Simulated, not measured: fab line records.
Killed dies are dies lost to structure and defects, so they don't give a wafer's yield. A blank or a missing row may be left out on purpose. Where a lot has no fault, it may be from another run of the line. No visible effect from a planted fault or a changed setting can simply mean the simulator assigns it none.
A lot that was struck, set against a sound lot / flow sky130 / 43 out of 708 route steps
Sound: wafers L668.1, L668.2, L668.4. The struck wafers were L675.2, L675.4, L675.6. The cause is given at the end.
For every step that has rows: the tool of each side, followed by ch and its chambers, followed by its first start. Under that, the readings that differ: sound wafers / struck wafers / difference of the means / sigmas: that difference in standard deviations of wafers without a fault.
alike: readings whose means differ by less than 2 such deviations, and words and numbers that are the same on both sides. not compared: withheld readings, readings that some wafer has no value for, bounds like >300 that may hide the same value, and numbers for which the record gives no deviation and whose values overlap.
The two part at a step that has a row with sigmas, a row that says differs or no value, or rows on one side only. When numbers do not overlap yet have no deviation, they are printed without sigmas and do not part them. Lack of a reading on every wafer of one side parts them only where that side has two or more wafers.

SKY_CONTACT_BOW_MEAS_05:
  sound: film-metro-02 at day 30 12:25; struck: film-metro-01 at day 32 23:14
  alike: CONTACT_BOW
then, 8 steps without rows for these wafers: SKY_CONTACT_DEHYDRATE_06 (time 60 s); SKY_CONTACT_HMDS_07 (prime time 60 s); SKY_CONTACT_COAT_08 (resist thk 60 nm); SKY_CONTACT_COAT_09 (resist thk 450 nm); SKY_CONTACT_SOFTBAKE_10 (time 90 s); SKY_CONTACT_EXPOSE_11 (exposes mask CTM1, target cd 170 nm); SKY_CONTACT_PEB_12; SKY_CONTACT_DEVELOP_13 (develop time 60 s).
SKY_CONTACT_CD_MEAS_14: the cd target is 170 nm.
  sound: cd-sem-02 at day 31 14:49; struck: cd-sem-02 at day 34 01:40
  alike: cd-nm
SKY_CONTACT_OVL_MEAS_15:
  sound: overlay-01 at day 31 14:56; struck: overlay-01 at day 34 01:46
reading=CONTACT_OVL (nm); sound=-4 -9 -1; struck=17 12 11; difference=+18; sigmas=+3
then, 1 step without rows for these wafers: SKY_CONTACT_ETCH_16 (etches BARC in N2/H2, stops on SiO2, time 45.9 s, target depth 60 nm).
SKY_CONTACT_ETCH_17: etches SiO2 in C4F8/O2/Ar, stops on Si3N4, target depth 340 nm.
  sound on rie-diel-03 ch 0,2,3, day 31 15:01; struck on rie-diel-01 ch 2,3, day 34 01:50
  alike: oes-product-au
SKY_CONTACT_ETCH_18: etches Si3N4 in CHF3/O2, stops on TiN, time 39 s, target depth 75 nm.
  sound: rie-diel-03 ch 0,2,3; struck: rie-diel-01 ch 2,3
  alike: chf3-flow-sccm, drypump-motor-current-A, oes-product-au, throttle-valve-pct
  not compared: rf-hours-counter-h
then, 4 steps without rows for these wafers: SKY_CONTACT_STRIP_19 (strips in O2/N2); SKY_CONTACT_STRIP_20 (strips in post etch residue remover, time 1200 s); SKY_CONTACT_CLEAN_21 (cleans in IPA, time 180 s); SKY_CONTACT_CLEAN_22 (cleans in O3/DIW).
SKY_CONTACT_SPUTTER_23: material TiN, target thk 20 nm, time 80 s.
  sound: pvd-sputter-03 at day 31 15:44; struck: pvd-sputter-02 at day 34 02:31
  alike: throttle-valve-pct
SKY_CONTACT_CVD_24: deposits W, target thk 340 nm, time 102.12 s.
  sound on cvd-w-01 ch 0,1, day 31 15:48; struck on cvd-w-02 ch 0,1, day 34 02:35
  alike: heater-power-w
SKY_CONTACT_RS_MEAS_25: uses a four-point probe to measure.
  sound: film-metro-01 at day 31 15:55; struck: film-metro-01 at day 34 02:43
  alike: CONTACT_W_RS
SKY_CONTACT_THK_MEAS_26: measures by xrf.
  sound: film-metro-01 at day 31 16:02; struck: film-metro-01 at day 34 02:49
  alike: CONTACT_W_THK
then, 1 step without rows for these wafers: SKY_CONTACT_CMP_27 (polishes, stops on SiO2, t overpolish 15 s, target thk 0 nm).
SKY_METAL1_SPUTTER_00: material Ti, target thk 15 nm, time 10 s.
  sound: pvd-sputter-01 at day 31 16:23; struck: pvd-sputter-01 at day 34 03:10
  alike: throttle-valve-pct
then, 1 step without rows for these wafers: SKY_METAL1_SPUTTER_01 (material TiN, target thk 20 nm, time 16.7 s).
SKY_METAL1_SPUTTER_02: material AlCu, target thk 250 nm, time 13.3 s.
  sound: pvd-sputter-01 at day 31 16:26; struck: pvd-sputter-01 at day 34 03:13
  alike: throttle-valve-pct
then, 2 steps without rows for these wafers: SKY_METAL1_SPUTTER_03 (material Ti, target thk 5 nm, time 3.3 s); SKY_METAL1_SPUTTER_04 (material TiN, target thk 70 nm, time 58.3 s).
SKY_METAL1_RS_MEAS_05: uses a four-point probe to measure.
  sound: film-metro-04 at day 31 16:32; struck: film-metro-02 at day 34 03:20
  alike: METAL1_ALCU_RS
SKY_METAL1_THK_MEAS_06: measures by xrf.
  sound: film-metro-04 at day 31 16:39; struck: film-metro-02 at day 34 03:26
  alike: METAL1_ALCU_THK
then, 8 steps without rows for these wafers: SKY_METAL1_DEHYDRATE_07 (time 60 s); SKY_METAL1_HMDS_08 (prime time 60 s); SKY_METAL1_COAT_09 (resist thk 60 nm); SKY_METAL1_COAT_10 (resist thk 450 nm); SKY_METAL1_SOFTBAKE_11 (time 90 s); SKY_METAL1_EXPOSE_12 (exposes mask MM1, target cd 140 nm); SKY_METAL1_PEB_13; SKY_METAL1_DEVELOP_14 (develop time 60 s).
SKY_METAL1_CD_MEAS_15: the cd target is 140 nm.
  sound: cd-sem-01 at day 32 19:16; struck: cd-sem-02 at day 35 05:46
  alike: cd-nm
SKY_METAL1_OVL_MEAS_16:
  sound: overlay-01 at day 32 19:23; struck: overlay-02 at day 35 05:52
  alike: METAL1_OVL
then, 2 steps without rows for these wafers: SKY_METAL1_DESCUM_17 (chemistry O2, time 8 s); SKY_METAL1_ETCH_18 (etches BARC in N2/H2, stops on SiO2, time 47.55 s, target depth 60 nm).
-- the record jumps here: 12 days lie between the struck wafers' starts before and after (it left off in module METAL1 and takes up again in module PAD_OPEN, whose first step shown is number 708 of the route) --
SKY_PAD_OPEN_PROBE_99:
  sound: prober-02 at day 45 17:34; struck: prober-01 at day 47 13:21
reading=hold; sound=- - -; struck=await-dispo/2.4h/release await-dispo/2.4h/release await-dispo/2.4h/release; difference=no value on the sound wafers; sigmas=
reading=killed-at-contacts; sound=22 19 21; struck=70 43 64; difference=+38; sigmas=+7
reading=killed-dies; sound=82 87 87; struck=131 110 122; difference=+36; sigmas=+4
  alike: killed_at_M0_to_M3, killed_at_M4_up, killed-at-front-end, killed-at-other, killed-open, killed-short

## WHERE THEY PART
Last at SKY_PAD_OPEN_PROBE_99 as far as this record goes, first at SKY_CONTACT_OVL_MEAS_15.

WHY: the cause the simulator had injected
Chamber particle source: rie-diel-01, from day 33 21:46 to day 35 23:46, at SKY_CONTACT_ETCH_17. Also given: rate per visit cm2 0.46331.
